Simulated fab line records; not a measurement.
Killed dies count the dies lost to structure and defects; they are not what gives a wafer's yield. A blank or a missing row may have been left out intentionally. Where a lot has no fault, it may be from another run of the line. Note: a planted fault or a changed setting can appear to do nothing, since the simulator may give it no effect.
Commonality check across tools || flow gf180mcu || 13 lots and 39 wafers in the sample

WHY THIS WAS OPENED
At GF_PSD_RS_MEAS_14 the reading NSD_RS is flagged on 2 of 13 lots. No-fault wafers: 46.12 ohm/sq, standard deviation 0.082.
Rule: a lot is flagged in two cases, either no wafer of it has a number, or all its wafers with numbers fall more than 4 standard deviations from that mean. All remaining lots are regarded as sound.

{"lot": "L555", "measured": "day 14 14:29", "on": "film metro-04", "NSD_RS (ohm/sq), wafer by wafer": "46.19 46.10 46.38", "flag": ""}
{"lot": "L556", "measured": "day 14 18:28", "on": "film metro-02", "NSD_RS (ohm/sq), wafer by wafer": "46.10 46.07 46.25", "flag": ""}
{"lot": "L557", "measured": "day 15 03:25", "on": "film metro-04", "NSD_RS (ohm/sq), wafer by wafer": "46.25 46.10 46.25", "flag": ""}
{"lot": "L559", "measured": "day 15 21:13", "on": "film metro-02", "NSD_RS (ohm/sq), wafer by wafer": "46.19 46.16 46.11", "flag": ""}
{"lot": "L563", "measured": "day 17 02:24", "on": "film metro-01", "NSD_RS (ohm/sq), wafer by wafer": "46.18 46.06 46.20", "flag": ""}
{"lot": "L564", "measured": "day 17 08:23", "on": "film metro-04", "NSD_RS (ohm/sq), wafer by wafer": "46.06 46.05 46.00", "flag": ""}
{"lot": "L565", "measured": "day 17 22:02", "on": "film metro-01", "NSD_RS (ohm/sq), wafer by wafer": "46.06 45.99 46.06", "flag": ""}
{"lot": "L566", "measured": "day 18 04:53", "on": "film metro-02", "NSD_RS (ohm/sq), wafer by wafer": "46.14 46.10 46.19", "flag": ""}
{"lot": "L567", "measured": "day 18 11:14", "on": "film metro-02", "NSD_RS (ohm/sq), wafer by wafer": "45.98 46.13 46.10", "flag": ""}
{"lot": "L568", "measured": "day 18 20:55", "on": "film metro-01", "NSD_RS (ohm/sq), wafer by wafer": "46.15 46.18 46.18", "flag": ""}
{"lot": "L569", "measured": "day 19 04:27", "on": "film metro-02", "NSD_RS (ohm/sq), wafer by wafer": "46.11 46.17 46.13", "flag": ""}
{"lot": "L574", "measured": "day 20 23:31", "on": "film metro-01", "NSD_RS (ohm/sq), wafer by wafer": "40.93 40.93 40.88", "flag": "FLAGGED"}
{"lot": "L575", "measured": "day 21 05:08", "on": "film metro-02", "NSD_RS (ohm/sq), wafer by wafer": "41.05 40.97 41.02", "flag": "FLAGGED"}
Average over the flagged lots: 40.96 ohm/sq; offset from the usual -5.16 ohm/sq, equal to -63 standard deviations.

TOOL THAT RAN EACH LOT
The record holds 1 process step before the reading, out of a route of 602 steps. Cell contents, in order: the tool; ch with the chambers the sampled wafers went through; the start.
{"lot": "L555", "flag": "", "GF_PSD_RTA_13": "rtp anneal-02 ch 0, day 14 14:23"}
{"lot": "L556", "flag": "", "GF_PSD_RTA_13": "rtp anneal-01 ch 0, day 14 18:23"}
{"lot": "L557", "flag": "", "GF_PSD_RTA_13": "rtp anneal-02 ch 0, day 15 03:20"}
{"lot": "L559", "flag": "", "GF_PSD_RTA_13": "rtp anneal-01 ch 0, day 15 21:08"}
{"lot": "L563", "flag": "", "GF_PSD_RTA_13": "rtp anneal-02 ch 0, day 17 02:18"}
{"lot": "L564", "flag": "", "GF_PSD_RTA_13": "rtp anneal-02 ch 0, day 17 08:19"}
{"lot": "L565", "flag": "", "GF_PSD_RTA_13": "rtp anneal-02 ch 0, day 17 21:57"}
{"lot": "L566", "flag": "", "GF_PSD_RTA_13": "rtp anneal-02 ch 0, day 18 04:49"}
{"lot": "L567", "flag": "", "GF_PSD_RTA_13": "rtp anneal-02 ch 0, day 18 11:10"}
{"lot": "L568", "flag": "", "GF_PSD_RTA_13": "rtp anneal-02 ch 0, day 18 20:49"}
{"lot": "L569", "flag": "", "GF_PSD_RTA_13": "rtp anneal-02 ch 0, day 19 04:22"}
{"lot": "L574", "flag": "FLAGGED", "GF_PSD_RTA_13": "rtp anneal-02 ch 0, day 20 23:25"}
{"lot": "L575", "flag": "FLAGGED", "GF_PSD_RTA_13": "rtp anneal-02 ch 0, day 21 05:04"}
What these steps do:
- GF_PSD_RTA_13: time 20 s.
- GF_PSD_RS_MEAS_14: measures by four-point-probe.

FLAGGED OVER TOTAL, TOOL BY TOOL (the gauges that took the reading come last)
{"step": "GF_PSD_RTA_13", "tool": "rtp anneal-01", "lots run": 2, "flagged": 0, "share of the flagged lots": "none", "sound lots run after its first flagged lot": "-"}
{"step": "GF_PSD_RTA_13", "tool": "rtp anneal-02", "lots run": 11, "flagged": 2, "share of the flagged lots": "all", "sound lots run after its first flagged lot": 0}
{"step": "GF_PSD_RS_MEAS_14", "tool": "film metro-01", "lots run": 4, "flagged": 1, "share of the flagged lots": "some", "sound lots run after its first flagged lot": 0}
{"step": "GF_PSD_RS_MEAS_14", "tool": "film metro-02", "lots run": 6, "flagged": 1, "share of the flagged lots": "some", "sound lots run after its first flagged lot": 0}
{"step": "GF_PSD_RS_MEAS_14", "tool": "film metro-04", "lots run": 3, "flagged": 0, "share of the flagged lots": "none", "sound lots run after its first flagged lot": "-"}

WHAT THE TABLE PERMITS
All flagged lots share 1 row of the table, namely rtp anneal-02 at GF_PSD_RTA_13.
- rtp anneal-02 at GF_PSD_RTA_13 ran 11 lots, 2 of them flagged. It ran its last sound lot, L569, at day 19 04:22 and its first flagged lot, L574, at day 20 23:25: a fault with its onset between the two fits. Its own readings (run length s) fall more than 4 standard deviations out on all wafers of the flagged lots.
Left over: one tool, rtp anneal-02 at GF_PSD_RTA_13.

WHAT THE SIMULATOR HAD PUT IN
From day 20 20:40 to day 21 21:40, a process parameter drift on rtp anneal-02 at GF_PSD_RTA_13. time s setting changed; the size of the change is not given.
Lots struck among those shown: L574, L575. The rule above found the same.
